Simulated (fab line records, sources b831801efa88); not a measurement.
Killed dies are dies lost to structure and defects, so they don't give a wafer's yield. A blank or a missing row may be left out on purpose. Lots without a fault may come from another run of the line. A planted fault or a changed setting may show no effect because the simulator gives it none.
Which tool did it? | flow sky130 | 11 lots, 33 wafers sampled, at 1 step of a route of 708

WHAT THE GAUGES READ, wafer by wafer
SKY_SONOS_TUNNEL_OVL_MEAS_08. Usual: SONOS_TUNNEL_OVL 0.2 nm, standard deviation 1.6.
lot  | measured     | on         | SONOS_TUNNEL_OVL (nm) | flag
L983 | day 12 00:26 | overlay-01 | 2.1 2.4 1.5           |
L986 | day 13 08:37 | overlay-01 | 0.2 2.2 3.1           |
L990 | day 14 11:10 | overlay-02 | -3.0 -3.6 -1.6        |
L991 | day 14 20:43 | overlay-01 | 0.1 0.3 0.6           |
L992 | day 14 23:56 | overlay-02 | -0.7 3.1 -0.7         |
L995 | day 16 09:26 | overlay-02 | 0.3 1.1 -1.0          |
L996 | day 16 14:49 | overlay-02 | -1.1 -2.0 0.6         |
L997 | day 17 01:38 | overlay-02 | -0.3 0.3 -1.0         |
L100 | day 17 22:50 | overlay-02 | -1.8 -1.7 -0.6        |
L101 | day 17 23:19 | overlay-01 | 2.2 -0.1 2.1          |
L102 | day 18 08:49 | overlay-01 | -2.6 -0.1 -0.8        |

WHICH TOOL RAN EACH LOT (tool, then ch and the chambers of the sampled wafers, then the start)
The record holds no process step before these readings.

WHAT THE TOOLS THEMSELVES READ (means of the sampled wafers that have a number; where no wafer has one, the mark that the record gives instead)
The record holds no such reading with a usual standard deviation.

THE ANSWER, worked out from the rows above alone
Rule: a lot is off if the mean of its wafers that have a number lies more than 3 standard deviations from the usual mean. A lot without any number at a reading at which 4 lots or more have one is off too. The other lots that the step has rows for count as sound. The gauges are gone through in route order, then the tools' own readings, and for those a lot's mean is taken as printed above. The first step at which some lot is off is used, and at that step the reading that is off furthest; a lot without a number counts as furthest.
No lot is off at any reading shown: from this, nothing can be told.

WHAT THE SIMULATOR HAD PUT IN
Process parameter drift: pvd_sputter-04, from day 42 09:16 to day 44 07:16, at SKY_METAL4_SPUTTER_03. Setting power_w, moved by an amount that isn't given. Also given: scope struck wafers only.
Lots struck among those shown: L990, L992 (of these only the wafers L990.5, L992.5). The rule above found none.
